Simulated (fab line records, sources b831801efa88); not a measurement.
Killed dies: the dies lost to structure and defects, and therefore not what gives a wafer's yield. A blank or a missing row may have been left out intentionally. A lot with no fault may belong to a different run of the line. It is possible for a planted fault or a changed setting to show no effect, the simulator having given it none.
What tool caused it? -- flow gf180mcu -- 14 lots with 42 wafers sampled at 5 steps, on a route of 602 steps

== WHAT THE GAUGES SHOWED, per wafer ==
GF_DNWELL_TW_MEAS_09. Usual: DNWELL_TW gives 1348 (standard deviation 13).
lot,measured,on,DNWELL_TW,flag
L699,day 2 19:18,filmMetro-02,1357 1368 1350,
L700,day 3 00:20,filmMetro-02,1364 1361 1362,
L701,day 3 04:07,filmMetro-04,1352 1364 1355,
L703,day 3 16:25,filmMetro-04,1351 1351 1356,
L705,day 4 02:42,filmMetro-02,1353 1363 1354,
L707,day 4 13:27,filmMetro-02,1351 1352 1355,
L709,day 5 00:15,filmMetro-02,1353 1347 1351,
L711,day 5 09:42,filmMetro-03,1317 1321 1315,
L712,day 5 15:01,filmMetro-04,1365 1351 1368,
L713,day 5 20:58,filmMetro-02,1348 1344 1349,
L715,day 6 09:06,filmMetro-02,1361 1369 1363,
L716,day 6 13:13,filmMetro-04,1347 1353 1346,
L721,day 7 15:55,filmMetro-04,31 31 31,OFF
L722,day 7 19:49,filmMetro-02,31 31 31,OFF

GF_LVPWELL_OVL_MEAS_07. Usual: LVPWELL_OVL gives 0.5 nm (standard deviation 1.5).
lot,measured,on,LVPWELL_OVL (nm),flag
L699,day 3 20:57,overlay-02,1.9 2.9 3.0,
L700,day 4 02:07,overlay-02,3.3 2.0 1.7,
L701,day 4 06:18,overlay-01,-0.2 -1.2 -0.2,
L703,day 4 19:10,overlay-01,0.9 0.7 0.2,
L705,day 5 06:22,overlay-02,0.8 2.0 -1.3,
L707,day 5 17:43,overlay-02,1.6 2.0 1.1,
L709,day 6 05:23,overlay-01,1.0 1.1 1.6,
L711,day 6 15:30,overlay-01,-0.6 -1.4 -1.4,
L712,day 6 20:45,overlay-01,-1.5 -2.1 -1.4,
L713,day 7 02:37,overlay-01,1.8 2.2 0.5,
L715,day 7 16:43,overlay-01,0.4 -1.3 0.8,
L716,day 7 21:07,overlay-01,0.8 1.6 1.1,
L721,day 9 00:37,overlay-02,-0.7 -0.3 0.0,
L722,day 9 04:58,overlay-02,0.2 -1.4 -0.4,

== WHAT TOOL EACH LOT RAN ON (gives the tool, then ch and the chambers of the sampled wafers, and finally the start) ==
lot,GF_STI_ETCH_14,GF_DNWELL_DEVELOP_06,GF_DNWELL_STRIP_08
L699,"rieSi-02 ch 0,1, day 2 02:01","lithoTrack-02 ch 0, day 2 18:00","plasmaAsher-02 ch 0,1, day 2 19:12"
L700,"rieSi-02 ch 0,1,3, day 2 07:05","lithoTrack-03 ch 0, day 2 23:00","plasmaAsher-04 ch 0,1, day 3 00:14"
L701,"rieSi-02 ch 0,1, day 2 10:49","lithoTrack-02 ch 0, day 3 03:00","plasmaAsher-04 ch 0,1, day 3 04:00"
L703,"rieSi-01 ch 0,1,3, day 2 22:58","lithoTrack-02 ch 0, day 3 16:00","plasmaAsher-03 ch 0,1, day 3 16:20"
L705,"rieSi-02 ch 0,1,2, day 3 08:19","lithoTrack-04 ch 0, day 4 02:00","plasmaAsher-04 ch 0,1, day 4 02:35"
L707,"rieSi-02 ch 1,2, day 3 19:30","lithoTrack-02 ch 0, day 4 13:00","plasmaAsher-04 ch 0,1, day 4 13:21"
L709,"rieSi-01 ch 1,2,3, day 4 05:39","lithoTrack-02 ch 0, day 4 23:00","plasmaAsher-03 ch 0,1, day 5 00:09"
L711,"rieSi-01 ch 0,1,3, day 4 15:16","lithoTrack-02 ch 0, day 5 09:00","plasmaAsher-04 ch 0,1, day 5 09:36"
L712,"rieSi-01 ch 0,1,2, day 4 20:19","lithoTrack-02 ch 0, day 5 14:00","plasmaAsher-03 ch 0,1, day 5 14:54"
L713,"rieSi-01 ch 0,1, day 5 01:09","lithoTrack-03 ch 0, day 5 20:00","plasmaAsher-03 ch 0,1, day 5 20:52"
L715,"rieSi-02 ch 0,1,2, day 5 13:19","lithoTrack-04 ch 0, day 6 08:00","plasmaAsher-02 ch 0,1, day 6 08:59"
L716,"rieSi-02 ch 2,3, day 5 16:12","lithoTrack-04 ch 0, day 6 12:00","plasmaAsher-03 ch 0,1, day 6 13:07"
L721,"rieSi-01 ch 2,3, day 6 19:31","lithoTrack-02, day 7 15:00","plasmaAsher-04 ch 0,1, day 7 15:50"
L722,"rieSi-02 ch 0,1,3, day 6 23:52","lithoTrack-03, day 7 19:00","plasmaAsher-03 ch 0,1, day 7 19:43"
- GF_STI_ETCH_14: etches Si in HBr/Cl2/O2, target depth 360 nm, time 102.9 s.
- GF_DNWELL_DEVELOP_06: develop time 60 s.
- GF_DNWELL_STRIP_08: strips in O2/N2.

== WHAT THE TOOLS THEMSELVES READ (means of the sampled wafers that have a number; where no wafer has one, the mark that the record gives instead) ==
GF_STI_ETCH_14. Usual: drypumpMotorCurrentA 5.9 A, standard deviation 0.38; oesProductAu 0.999 a.u., standard deviation 0.008; throttleValvePct 25.656 %, standard deviation 0.0097.
lot,tool,drypumpMotorCurrentA (A),oesProductAu (a.u.),throttleValvePct (%),flag
L699,rieSi-02,6.4,0.996,25.662,
L700,rieSi-02,6.3,1.001,25.659,
L701,rieSi-02,6.4,0.999,25.657,
L703,rieSi-01,5.6,0.992,25.667,
L705,rieSi-02,6.1,1.008,25.657,
L707,rieSi-02,5.8,1.002,25.662,
L709,rieSi-01,5.7,0.995,25.652,
L711,rieSi-01,5.6,1.002,25.650,
L712,rieSi-01,5.8,0.996,25.668,
L713,rieSi-01,5.8,0.999,25.654,
L715,rieSi-02,6.1,0.999,25.664,
L716,rieSi-02,5.9,0.995,25.649,
L721,rieSi-01,5.5,1.009,25.641,
L722,rieSi-02,6.3,1.002,25.660,

GF_DNWELL_DEVELOP_06. Usual: 22.97 C for chillPlateTempC, sd 0.11.
lot,tool,chillPlateTempC (C),flag
L699,lithoTrack-02,22.92,
L700,lithoTrack-03,23.11,
L701,lithoTrack-02,22.97,
L703,lithoTrack-02,22.83,
L705,lithoTrack-04,22.93,
L707,lithoTrack-02,22.87,
L709,lithoTrack-02,22.84,
L711,lithoTrack-02,22.75,
L712,lithoTrack-02,22.93,
L713,lithoTrack-03,23.10,
L715,lithoTrack-04,23.09,
L716,lithoTrack-04,23.05,
L721,lithoTrack-02,-,OFF
L722,lithoTrack-03,-,OFF

GF_DNWELL_STRIP_08. Usual: drypumpMotorCurrentA 5.82 A, standard deviation 0.28; heaterPowerW 347 W, standard deviation 36; oesProductAu 0.723 a.u., standard deviation 0.0048; stripTimeToEndpointS 36.96 s, standard deviation 0.1.
lot,tool,drypumpMotorCurrentA (A),heaterPowerW (W),oesProductAu (a.u.),stripTimeToEndpointS (s),flag
L699,plasmaAsher-02,6.05,362,0.722,37.12,
L700,plasmaAsher-04,5.94,383,0.723,36.93,
L701,plasmaAsher-04,5.87,362,0.722,36.97,
L703,plasmaAsher-03,5.49,305,0.720,37.07,
L705,plasmaAsher-04,5.91,356,0.722,36.96,
L707,plasmaAsher-04,5.93,381,0.722,36.98,
L709,plasmaAsher-03,5.73,320,0.722,37.02,
L711,plasmaAsher-04,5.92,361,0.719,36.94,
L712,plasmaAsher-03,5.46,306,0.721,36.74,
L713,plasmaAsher-03,5.50,305,0.724,36.82,
L715,plasmaAsher-02,5.99,354,0.723,37.00,
L716,plasmaAsher-03,5.73,315,0.724,37.02,
L721,plasmaAsher-04,5.91,363,0.724,36.89,
L722,plasmaAsher-03,5.48,306,0.722,37.09,

== THE ANSWER, worked out from the rows above alone ==
Rule: a lot is off if the mean of its wafers that have a number lies more than 3 standard deviations from the usual mean. Also off: a lot with no number at a reading for which 4 or more lots have one. All remaining lots with rows at the step are treated as sound. The gauges are gone through in route order, then the tools' own readings, and for those a lot's mean is taken as printed above. At the first step where some lot is off, the reading lying furthest off is the one used; lots without a number count as furthest.
Off: L721, L722, at GF_DNWELL_TW_MEAS_09 (DNWELL_TW).
A tool fits if, at a process step before that reading, it ran every lot that is off, and no sound lot after the first of them. Not tried: the gauges at GF_DNWELL_TW_MEAS_09; whatever is off there is also off at GF_DNWELL_DEVELOP_06, on other tools, and gauge error can't account for it. Of those tried, none fits.

== WHAT WAS PUT IN BY THE SIMULATOR ==
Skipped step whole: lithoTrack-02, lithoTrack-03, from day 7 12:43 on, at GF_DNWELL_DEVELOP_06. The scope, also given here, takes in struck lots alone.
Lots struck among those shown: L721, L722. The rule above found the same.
